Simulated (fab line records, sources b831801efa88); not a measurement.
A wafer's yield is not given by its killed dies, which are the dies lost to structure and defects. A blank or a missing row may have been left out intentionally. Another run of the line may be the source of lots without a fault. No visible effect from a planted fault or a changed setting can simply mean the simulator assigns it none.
The tool behind it: which one? | flow sky130 | Sampling: 11 lots, 33 wafers, 3 of 708 route steps

## WHAT THE GAUGES READ, wafer by wafer
SKY_VT_ADJUST_PCH_TW_MEAS_10. Usual: for VT_ADJUST_PCH_TW the level is 142.5 and the standard deviation is 1.2.
lot  | measured     | on            | VT_ADJUST_PCH_TW  | flag
L912 | day 10 11:57 | film metro-03 | 141.1 140.4 141.2 |
L914 | day 11 04:24 | film metro-04 | 141.1 141.6 141.7 |
L916 | day 11 20:45 | film metro-04 | 141.6 141.6 141.9 |
L918 | day 12 14:29 | film metro-04 | 143.2 143.0 143.0 |
L919 | day 12 14:47 | film metro-03 | 141.7 141.9 140.9 |
L920 | day 12 22:40 | film metro-03 | 141.8 140.9 141.0 |
L928 | day 15 15:08 | film metro-04 | 143.7 143.7 143.1 |
L930 | day 16 04:25 | film metro-03 | 142.0 141.3 140.6 |
L933 | day 16 22:15 | film metro-03 | 141.7 141.4 141.3 |
L934 | day 17 13:44 | film metro-03 | 142.3 142.7 142.6 |
L935 | day 17 21:22 | film metro-04 | 144.0 143.4 143.8 |

SKY_SONOS_ONO_THK_MEAS_01. Usual: for SONOS_ONO_OXIDATION_THK the level is 2.59 nm and the standard deviation is 0.05.
lot  | measured     | on            | SONOS_ONO_OXIDATION_THK (nm) | flag
L912 | day 11 13:02 | film metro-02 | 2.50 2.60 2.51               |
L914 | day 12 05:31 | film metro-04 | 2.64 2.60 2.55               |
L916 | day 13 02:01 | film metro-04 | 2.55 2.56 2.60               |
L918 | day 13 18:11 | film metro-01 | 2.57 2.54 2.54               |
L919 | day 13 18:11 | film metro-02 | 2.61 2.57 2.71               |
L920 | day 14 02:31 | film metro-04 | 2.62 2.55 2.58               |
L928 | day 16 20:44 | film metro-02 | 2.53 2.48 2.58               |
L930 | day 17 11:49 | film metro-01 | 2.53 2.60 2.63               |
L933 | day 18 06:54 | film metro-04 | 2.63 2.66 2.64               |
L934 | day 19 02:40 | film metro-01 | 2.60 2.65 2.59               |
L935 | day 19 07:54 | film metro-04 | 2.52 2.56 2.49               |

## WHICH TOOL RAN EACH LOT (tool, then ch and the chambers of the sampled wafers, then the start)
lot  | SKY_VT_ADJUST_PCH_STRIP_09
L912 | plasma asher-04 ch 0,1, day 10 11:50
L914 | plasma asher-01 ch 0,1, day 11 04:17
L916 | plasma asher-04 ch 0,1, day 11 20:40
L918 | plasma asher-04 ch 0,1, day 12 14:23
L919 | plasma asher-03 ch 0,1, day 12 14:41
L920 | plasma asher-04 ch 0,1, day 12 22:34
L928 | plasma asher-03 ch 0,1, day 15 15:02
L930 | plasma asher-01 ch 0,1, day 16 04:19
L933 | plasma asher-01 ch 0,1, day 16 22:10
L934 | plasma asher-04 ch 0,1, day 17 13:38
L935 | plasma asher-04 ch 0,1, day 17 21:16
- SKY_VT_ADJUST_PCH_STRIP_09: strips in O2/N2.

## WHAT THE TOOLS THEMSELVES READ (means of the sampled wafers that have a number; where no wafer has one, the mark that the record gives instead)
SKY_VT_ADJUST_PCH_STRIP_09. Usual: drypump motor current A 5.8 A, standard deviation 0.59; oes product au 0.722 a.u., standard deviation 0.0045; strip time to endpoint s 36.93 s, standard deviation 0.11.
lot  | tool            | drypump motor current A (A) | oes product au (a.u.) | strip time to endpoint s (s) | flag
L912 | plasma asher-04 | 6.1                         | 0.720                 | 37.04                        |
L914 | plasma asher-01 | 5.4                         | 0.722                 | 36.76                        |
L916 | plasma asher-04 | 6.0                         | 0.721                 | 37.10                        |
L918 | plasma asher-04 | 6.0                         | 0.720                 | 36.87                        |
L919 | plasma asher-03 | 6.4                         | 0.725                 | 36.96                        |
L920 | plasma asher-04 | 5.6                         | 0.726                 | 36.93                        |
L928 | plasma asher-03 | 6.4                         | 0.719                 | 36.75                        |
L930 | plasma asher-01 | 5.4                         | 0.724                 | 36.91                        |
L933 | plasma asher-01 | 5.4                         | 0.724                 | 36.96                        |
L934 | plasma asher-04 | 5.6                         | 0.721                 | 36.89                        |
L935 | plasma asher-04 | 5.6                         | 0.722                 | 37.10                        |

## THE ANSWER, worked out from the rows above alone
Rule: lot off if the mean of its wafers having a number is beyond 3 standard deviations from the usual mean. Also off: a lot with no number at a reading for which 4 or more lots have one. All remaining lots with rows at the step are treated as sound. After the gauges, taken in route order, come the tools' own readings; for these a lot's mean is taken, as printed above. The first step at which some lot is off is used, and at that step the reading that is off furthest; a lot without a number counts as furthest.
No lot is off on any of the readings shown, so nothing can be concluded from this.

## WHAT THE SIMULATOR HAD PUT IN
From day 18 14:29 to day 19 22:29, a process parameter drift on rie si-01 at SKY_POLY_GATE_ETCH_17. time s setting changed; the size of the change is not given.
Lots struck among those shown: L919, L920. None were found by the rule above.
